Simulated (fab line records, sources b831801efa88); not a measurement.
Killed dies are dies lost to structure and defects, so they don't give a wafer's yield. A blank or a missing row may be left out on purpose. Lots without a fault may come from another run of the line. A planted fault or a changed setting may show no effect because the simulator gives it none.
fab line records | flow sfq_line
record lots=6 wafers=18 last_day=94
route steps=325 shown I5@235 C5@240
lots that met no fault: from a run of the same line without faults
start_h: hours from the record's first day to the start of the lot's first wafer shown | wait_h: hours since the lot's step before | " the same as in the row above | L1.1+2: a row that stands for several wafers | - no value, or no start given | * or withheld: withheld | < > ~ a bound
route shown NAME@n: a module of which the file shows steps, and the number in the route of the first | usual: mean/standard deviation of fault-free wafers | same: alike in all rows | chamber/n: place in a boat | sites: the reading at each site | _std_site: their standard deviation | _edge_site: outer sites' mean less inner sites' | radius_mm: how far each site lies from the wafer's centre | mask NAME#n: copy n | behind: the tool/chamber that last shaped the wafer | hold: why the lot was held/for how many hours/how that ended | device: the transistor (n, p or np) that didn't switch | end of line: the same wafers' tests at the end of the route | a step without rows: its recipe alone | killed: dies lost to structure and defects at the first sort, not the wafer's yield | map: a wafer's dies, x killed, . not, _ none there
set.NAME: the setting as run; set.NAME@STEP: as run at that earlier step | model.NAME: the simulator's own value behind a step, which no gauge read
lots at some steps of the route; a table a step, a row a wafer
services: from which hour (start_h, from the record's first day; less than 0 if before it) a tool's chamber was out of use, for how many hours, and why
## steps
# step SFQ_I5_OVL_MEAS_936
# usual I5_OVL=-2/5.4
# columns lot.wafer tool chamber start_h wait_h I5_OVL[nm]
L464.1 overlay-01 - 1531.01 0.1 -2
L464.2 " - " " -2
L464.5 " - " " 5
L465.2 overlay-01 - 1532.21 0.1 -6
L465.3 " - " " -5
L465.6 " - " " -5
L474.1 overlay-01 - 1749.04 0.1 8
L474.3 " - " " 2
L474.5 " - " " -6
L476.2 overlay-02 - 1751.44 0.1 4
L476.5 " - " " 4
L476.6 " - " " 8
L480.1 overlay-02 - 1769.44 0.1 1
L480.5 " - " " 0
L480.6 " - " " 1
L483.1 overlay-02 - 1774.24 0.1 -3
L483.3 " - " " -10
L483.5 " - " " -3
# step SFQ_TRILAYER_I5_BARC_OPEN_VIA_ETCH_200
# recipe mask_material=PR chemistry=O2 target_depth_nm=125 target=BARC source_w=500 bias_w=80 pressure_mtorr=30 time_s=41.7
# usual drypump_motor_current_A=5.5/0.51 oes_product_au=0.685/0.0048 rf_fwd_power_W=494.9/1.7
# columns lot.wafer tool chamber start_h wait_h drypump_motor_current_A oes_product_au rf_fwd_power_W rf_hours_counter_h
L464.1 rie_diel-03 3 1531.04 0.0 5.9 0.693 496.4 4
L464.2 " 0 " " 5.6 0.684 493.4 11
L464.5 " 0 " " 5.7 0.685 491.8 -
L465.2 rie_diel-04 1 1532.24 0.0 5.6 0.690 496.5 13
L465.3 " 3 " " 5.0 0.682 493.5 2
L465.6 " 2 " " 4.7 0.678 495.7 -
L474.1 rie_diel-03 1 1749.07 0.0 5.7 0.684 492.9 18
L474.3 " 3 " " 5.9 0.683 494.8 8
L474.5 " 3 " " 5.9 0.686 494.3 -
L476.2 rie_diel-04 2 1751.47 0.0 4.6 0.681 493.9 1
L476.5 " 3 " " 5.0 0.689 495.3 -
L476.6 " 0 " " 6.5 0.685 491.9 -
L480.1 rie_diel-01 1 1769.47 0.0 5.3 0.673 497.6 15
L480.5 " 1 " " 5.3 0.679 496.3 -
L480.6 " 0 " " 5.4 0.691 498.3 -
L483.1 rie_diel-03 3 1774.27 0.0 6.0 0.683 494.0 9
L483.3 " 1 " " 5.7 0.678 495.6 18
L483.5 " 1 " " 5.7 0.678 495.3 -
# step SFQ_TRILAYER_I5_ETCH_VIA_ETCH_147
# recipe stop_on=Nb mask_material=PR chemistry=CHF3 target_depth_nm=360 source_w=500 bias_w=80 pressure_mtorr=30 time_s=withheld
# usual drypump_motor_current_A=5.5/0.51 oes_product_au=0.991/0.0053 rf_fwd_power_W=498.8/1.4
# columns lot.wafer tool chamber start_h wait_h drypump_motor_current_A oes_product_au rf_fwd_power_W
L464.1 rie_diel-03 3 1531.08 0.0 5.9 0.986 497.4
L464.2 " 0 " " 5.6 0.990 497.6
L464.5 " 0 " " 5.7 0.994 498.1
L465.2 rie_diel-04 1 1532.28 0.0 5.6 0.992 502.7
L465.3 " 3 " " 5.0 0.984 499.1
L465.6 " 2 " " 4.7 0.992 499.0
L474.1 rie_diel-03 1 1749.11 0.0 5.7 0.992 498.7
L474.3 " 3 " " 5.9 0.983 498.2
L474.5 " 3 " " 5.9 0.990 499.6
L476.2 rie_diel-04 2 1751.51 0.0 4.7 0.996 500.1
L476.5 " 3 " " 4.9 0.988 496.8
L476.6 " 0 " " 6.5 0.985 497.8
L480.1 rie_diel-01 1 1769.51 0.0 5.3 0.994 502.1
L480.5 " 1 " " 5.3 0.994 498.9
L480.6 " 0 " " 5.4 0.998 500.1
L483.1 rie_diel-03 3 1774.31 0.0 5.9 0.988 501.0
L483.3 " 1 " " 5.7 0.991 498.8
L483.5 " 1 " " 5.7 0.982 499.3
# step SFQ_TRILAYER_I5_STRIP_STRIP_148
# recipe gas=O2 power_w=200 platen_temp_c=40 overash_fraction=0.65 chemistry=O2 pressure_mtorr=50
# usual drypump_motor_current_A=5.6/0.33 oes_product_au=1.002/0.0083
# same overash_fraction=0.65
# columns lot.wafer tool chamber start_h wait_h drypump_motor_current_A oes_product_au rf_hours_counter_h
L464.1 rie_metal-03 0 1531.23 - 5.4 1.007 40
L464.2 " 1 " " 5.3 0.993 29
L464.5 " 0 " " 5.4 1.009 -
L465.2 rie_metal-02 0 1532.43 - 5.4 0.990 61
L465.3 " 1 " " 6.2 0.999 -
L465.6 " 1 " " 6.2 0.988 -
L474.1 rie_metal-02 1 1749.26 - 6.3 1.000 29
L474.3 " 0 " " 5.4 1.003 -
L474.5 " 1 " " 6.2 0.998 -
L476.2 rie_metal-03 1 1751.66 - 5.3 0.992 55
L476.5 " 0 " " 5.4 0.998 -
L476.6 " 1 " " 5.3 0.992 -
L480.1 rie_metal-01 1 1769.66 - 5.5 1.011 117
L480.5 " 0 " " 5.8 1.008 -
L480.6 " 1 " " 5.4 1.011 -
L483.1 rie_metal-01 0 1774.46 - 5.9 1.005 98
L483.3 " 0 " " 5.9 1.007 -
L483.5 " 1 " " 5.5 1.012 -
# step SFQ_TRILAYER_I5_STRIP_SOLV_CLEAN_149
# recipe chemistry=NMP temp_c=70 time_s=600
# step SFQ_TRILAYER_C5_LITHO_COAT_156
# recipe resist=BARC spin_rpm=3000 resist_thk_nm=62
# step SFQ_TRILAYER_C5_LITHO_COAT_151
# recipe resist=KrF spin_rpm=3000 resist_thk_nm=650
# step SFQ_TRILAYER_C5_LITHO_SOFTBAKE_155
# recipe temp_c=withheld time_s=withheld resist=KrF
# step SFQ_TRILAYER_C5_LITHO_EXPOSE_152
# recipe mask_id=C5 na=0.6 source_shape=conventional sigma_outer=0.65 target_cd_nm=500 dose_mj=21.3
# step SFQ_TRILAYER_C5_LITHO_PEB_154
# recipe peb_temp_c=115 peb_time_s=60 resist=KrF
# step SFQ_TRILAYER_C5_LITHO_DEVELOP_153
# recipe time_s=60 resist=KrF
# step SFQ_C5_OVL_MEAS_937
# usual C5_OVL=-1/5.4
# columns lot.wafer tool chamber start_h wait_h C5_OVL[nm]
L464.1 overlay-01 - 1540.73 0.1 2
L464.2 " - " " -4
L464.5 " - " " 0
L465.2 overlay-01 - 1541.94 0.1 -7
L465.3 " - " " -1
L465.6 " - " " -4
L474.1 overlay-01 - 1839.78 0.1 -1
L474.3 " - " " -1
L474.5 " - " " -2
L476.2 overlay-02 - 1844.58 0.1 -6
L476.5 " - " " -6
L476.6 " - " " -3
L480.1 overlay-01 - 1858.98 0.1 0
L480.5 " - " " 3
L480.6 " - " " 5
L483.1 overlay-01 - 1866.18 0.1 -4
L483.3 " - " " 2
L483.5 " - " " -2
# step SFQ_TRILAYER_C5_BARC_OPEN_VIA_ETCH_210
# recipe mask_material=PR chemistry=O2 target_depth_nm=125 target=BARC source_w=500 bias_w=80 pressure_mtorr=30 time_s=41.7
# usual drypump_motor_current_A=5.6/0.51 oes_product_au=0.685/0.0043 rf_fwd_power_W=494.8/2.1
# columns lot.wafer tool chamber start_h wait_h drypump_motor_current_A oes_product_au rf_fwd_power_W rf_hours_counter_h model.KrF_of_TRILAYER_C5_LITHO_COAT_151.thk_nm
L464.1 rie_diel-01 1 1540.77 0.0 5.3 0.683 496.8 13 575.3
L464.2 " 0 " " 5.4 0.688 494.2 13 574.6
L464.5 " 3 " " 5.7 0.681 496.5 - 574.1
L465.2 rie_diel-02 3 1541.97 0.0 6.0 0.682 496.5 4 581.3
L465.3 " 0 " " 5.6 0.690 494.9 11 578.8
L465.6 " 2 " " 5.1 0.690 493.0 - 581.6
L474.1 rie_diel-01 0 1839.81 0.0 5.4 0.684 493.6 16 576
L474.3 " 1 " " 5.3 0.685 493.8 16 584.4
L474.5 " 0 " " 5.4 0.687 495.4 - 574.5
L476.2 rie_diel-01 3 1844.61 0.0 5.7 0.682 493.5 14 579.4
L476.5 " 2 " " 6.0 0.684 493.7 - 574
L476.6 " 1 " " 5.3 0.690 499.5 - 572.6
L480.1 rie_diel-04 0 1859.01 0.0 6.6 0.686 494.4 2 572.6
L480.5 " 0 " " 6.5 0.683 496.4 - 574.1
L480.6 " 3 " " 5.0 0.684 495.3 - 574
L483.1 rie_diel-04 3 1866.21 0.0 4.9 0.686 496.7 7 578.3
L483.3 " 0 " " 6.6 0.684 496.9 2 581.2
L483.5 " 2 " " 4.7 0.676 493.7 - 580.6
# step SFQ_TRILAYER_C5_ETCH_VIA_ETCH_154
# recipe target=SiO2 mask_material=PR chemistry=CHF3 target_depth_nm=84 source_w=500 bias_w=80 pressure_mtorr=30 time_s=withheld stop_on=Nb
# usual drypump_motor_current_A=5.6/0.51 oes_product_au=0.891/0.0092 rf_fwd_power_W=495.5/1.9
# columns lot.wafer tool chamber start_h wait_h drypump_motor_current_A oes_product_au rf_fwd_power_W model.KrF_of_TRILAYER_C5_LITHO_COAT_151.thk_nm
L464.1 rie_diel-01 1 1540.81 0.0 5.3 0.894 497.7 560.6
L464.2 " 0 " " 5.4 0.898 492.9 559.9
L464.5 " 3 " " 5.7 0.909 496.0 559.1
L465.2 rie_diel-02 3 1542.01 0.0 6.0 0.878 497.0 566.9
L465.3 " 0 " " 5.6 0.894 494.7 564.2
L465.6 " 2 " " 5.1 0.889 495.3 567.1
L474.1 rie_diel-01 0 1839.85 0.0 5.4 0.881 494.4 561.2
L474.3 " 1 " " 5.3 0.885 498.6 569.8
L474.5 " 0 " " 5.4 0.891 492.1 559.8
L476.2 rie_diel-01 3 1844.65 0.0 5.7 0.882 496.2 564.8
L476.5 " 2 " " 6.0 0.895 495.3 559.6
L476.6 " 1 " " 5.3 0.886 499.4 558
L480.1 rie_diel-04 0 1859.05 0.0 6.6 0.880 496.3 558.3
L480.5 " 0 " " 6.6 0.889 494.9 559.7
L480.6 " 3 " " 4.9 0.903 496.4 559.7
L483.1 rie_diel-04 3 1866.25 0.0 4.9 0.871 497.7 563.8
L483.3 " 0 " " 6.6 0.877 495.1 566.8
L483.5 " 2 " " 4.7 0.895 496.4 566.5
# step SFQ_TRILAYER_C5_STRIP_STRIP_155
# recipe gas=O2 power_w=200 platen_temp_c=40 overash_fraction=0.65 chemistry=O2 pressure_mtorr=50
# usual drypump_motor_current_A=5.7/0.37 oes_product_au=1.004/0.007
# same overash_fraction=0.65
# columns lot.wafer tool chamber start_h wait_h drypump_motor_current_A oes_product_au rf_hours_counter_h
L464.1 rie_metal-03 0 1540.85 - 5.4 1.004 42
L464.2 " 1 " " 5.3 0.993 30
L464.5 " 0 " " 5.4 0.992 -
L465.2 rie_metal-01 1 1542.05 - 5.5 1.005 87
L465.3 " 0 " " 5.8 1.007 -
L465.6 " 1 " " 5.5 1.011 -
L474.1 rie_metal-04 1 1839.90 - 6.0 1.000 7
L474.3 " 1 " " 6.0 1.009 -
L474.5 " 0 " " 6.3 0.991 -
L476.2 rie_metal-01 1 1844.70 - 5.5 1.024 127
L476.5 " 1 " " 5.4 1.010 -
L476.6 " 0 " " 5.8 1.000 -
L480.1 rie_metal-04 1 1859.10 - 6.0 1.000 9
L480.5 " 1 " " 6.1 1.011 -
L480.6 " 0 " " 6.2 1.016 -
L483.1 rie_metal-04 1 1866.30 - 6.0 1.001 10
L483.3 " 0 " " 6.3 1.004 -
L483.5 " 0 " " 6.3 1.005 -
## services
# columns tool chamber start_h hours kind
rie_metal-04 1 1535.69 44.0 repair
rie_diel-04 2 1542.09 8.0 repair
rie_metal-04 - 1545.24 0.8 repair
rie_metal-04 0 1545.38 7.4 repair
rie_diel-03 2 1560.16 5.5 repair
rie_diel-01 - 1563.19 1.4 repair
rie_diel-03 1 1617.87 7.2 repair
rie_diel-01 - 1634.24 2.8 pm
rie_diel-01 1 1638.35 20.6 repair
rie_diel-03 2 1650.31 43.5 repair
rie_diel-03 1 1651.54 3.9 repair
rie_diel-03 0 1652.08 14.7 repair
rie_diel-04 1 1657.94 6.8 repair
rie_metal-01 - 1697.98 1.4 pm
rie_diel-04 3 1723.94 7.1 repair
rie_diel-01 0 1725.24 8.0 repair
rie_metal-01 1 1755.90 3.2 repair
rie_diel-03 0 1769.48 28.8 repair
rie_diel-03 2 1781.72 13.5 repair
rie_diel-03 3 1782.74 8.1 repair
rie_diel-03 - 1819.68 0.7 repair
rie_diel-01 3 1830.29 6.5 repair
rie_diel-03 - 1832.58 1.0 repair
rie_diel-04 1 1850.63 3.5 repair
## key
first_sign none at tools or gauges
model_effect step=SFQ_TRILAYER_C5_BARC_OPEN_VIA_ETCH_210 value=KrF_of_TRILAYER_C5_LITHO_COAT_151.thk_nm without=574.7 struck=581.9
model_effect step=SFQ_TRILAYER_C5_ETCH_VIA_ETCH_154 value=KrF_of_TRILAYER_C5_LITHO_COAT_151.thk_nm without=560.1 struck=567.3
met_at SFQ_TRILAYER_C5_BARC_OPEN_VIA_ETCH_210
struck_wafers L474.3,L476.2
onset_between 1540.77 1839.81
fault kind=process_parameter_drift tool=rie_diel-01 chamber=- onset_h=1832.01 steps=SFQ_TRILAYER_C5_BARC_OPEN_VIA_ETCH_210 channel=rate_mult offset=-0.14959 shape=step end_h=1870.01 scope=struck_wafers_only
